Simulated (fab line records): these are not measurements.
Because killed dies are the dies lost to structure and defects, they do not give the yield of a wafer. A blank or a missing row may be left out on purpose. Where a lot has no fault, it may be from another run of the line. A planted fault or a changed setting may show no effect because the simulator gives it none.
Struck lot and sound lot, side by side    flow gf180mcu    23 out of 602 route steps
Sound: these wafers, L470.1, L470.5, L470.6. The struck wafers were L490.4, L490.5, L490.6. At the end, the cause is stated.
For every step that has rows: the tool of each side, followed by ch and its chambers, followed by its first start. Under that, the readings that differ: sound wafers    struck wafers    difference of the means    sigmas: that difference in standard deviations of wafers without a fault.
alike: words and numbers the same on both sides, and readings whose means are apart by under 2 such deviations; not compared: readings that were withheld, readings missing a value for some wafer, numbers with overlapping values and no deviation given by the record, and bounds like >300 which may hide the same value.
The two part at a step that has a row with sigmas, a row that says differs or no value, or rows on one side only. Non-overlapping numbers with no deviation appear without sigmas and do not part them. A reading missing from all wafers of one side parts the sides only when that side holds two or more wafers.

first, 3 steps without rows for these wafers: GF_HV_LDD_EXPOSE_16 (exposes mask Pplus LV AREA, target cd 400 nm); GF_HV_LDD_PEB_17; GF_HV_LDD_DEVELOP_18 (develop time 60 s).
GF_HV_LDD_CD_MEAS_19 targets a cd of 400 nm.
  struck on cd_sem-01, day 17 03:18; sound on cd_sem-02, day 10 22:02
  alike: cd_nm
GF_HV_LDD_OVL_MEAS_20:
  struck on overlay-01, day 17 03:22; sound on overlay-02, day 10 22:10
  alike: HV_LDD_01_OVL
next, for these wafers, 1 step has no rows: GF_HV_LDD_IMPLANT_21.
GF_HV_LDD_STRIP_22: strips in O2/N2.
  sound on plasma_asher-01 ch 0,1, day 10 22:20; struck on plasma_asher-02 ch 0,1, day 17 03:35
  alike: drypump_motor_current_A, heater_power_w, oes_product_au, strip_time_to_endpoint_s
  not compared: rf_hours_counter_h
GF_HV_LDD_TW_MEAS_23:
  struck on film_metro-04, day 17 03:40; sound on film_metro-01, day 10 22:26
  alike: HV_LDD_2_TW
then, 4 steps without rows for these wafers: GF_HV_LDD_DEHYDRATE_24 (time 60 s); GF_HV_LDD_HMDS_25 (prime time 60 s); GF_HV_LDD_COAT_26 (resist thk 1000 nm); GF_HV_LDD_SOFTBAKE_27 (time 60 s).
GF_HV_LDD_EXPOSE_28: exposes mask Nplus HV AREA, target cd 400 nm.
  sound on iline_stepper-02 ch 0, day 11 07:34; struck on iline_stepper-01 ch 0, day 17 15:10
reading  sound                                            struck                                           difference  sigmas
mask     Nplus_HV_AREA#0 Nplus_HV_AREA#0 Nplus_HV_AREA#0  Pplus_LV_AREA#0 Pplus_LV_AREA#0 Pplus_LV_AREA#0  differs     
  alike: stage_vel_mm_s
then, 2 steps without rows for these wafers: GF_HV_LDD_PEB_29; GF_HV_LDD_DEVELOP_30 (develop time 60 s).
GF_HV_LDD_CD_MEAS_31 targets a cd of 400 nm.
  struck on cd_sem-02, day 18 02:35; sound on cd_sem-02, day 11 16:28
reading     sound              struck  difference                     sigmas
cd_nm (nm)  401.7 399.7 400.7  - - -   no value on the struck wafers  
GF_HV_LDD_OVL_MEAS_32:
  struck on overlay-01, day 18 02:39; sound on overlay-02, day 11 16:35
reading             sound           struck  difference                     sigmas
HV_LDD_02_OVL (nm)  -3.5 -1.1 -1.1  - - -   no value on the struck wafers  
then, 4 steps without rows for these wafers: GF_HV_LDD_IMPLANT_33; GF_HV_LDD_IMPLANT_34; GF_HV_LDD_IMPLANT_35; GF_HV_LDD_IMPLANT_36.
GF_HV_LDD_STRIP_37: strips in O2/N2.
  sound on plasma_asher-03 ch 0,1, day 11 17:13; struck on plasma_asher-02 ch 0,1, day 18 03:19
  alike: drypump_motor_current_A, heater_power_w, oes_product_au, strip_time_to_endpoint_s
  not compared: rf_hours_counter_h
GF_HV_LDD_TW_MEAS_38:
  struck on film_metro-01, day 18 03:41; sound on film_metro-02, day 11 17:19
reading      sound           struck    difference  sigmas
HV_LDD_3_TW  1435 1439 1435  31 31 31  -1405       -99 or more
  not compared: hold

WHERE THEY PART
First at GF_HV_LDD_EXPOSE_28; last, within this record, at GF_HV_LDD_TW_MEAS_38.

WHY: what the simulator had put in
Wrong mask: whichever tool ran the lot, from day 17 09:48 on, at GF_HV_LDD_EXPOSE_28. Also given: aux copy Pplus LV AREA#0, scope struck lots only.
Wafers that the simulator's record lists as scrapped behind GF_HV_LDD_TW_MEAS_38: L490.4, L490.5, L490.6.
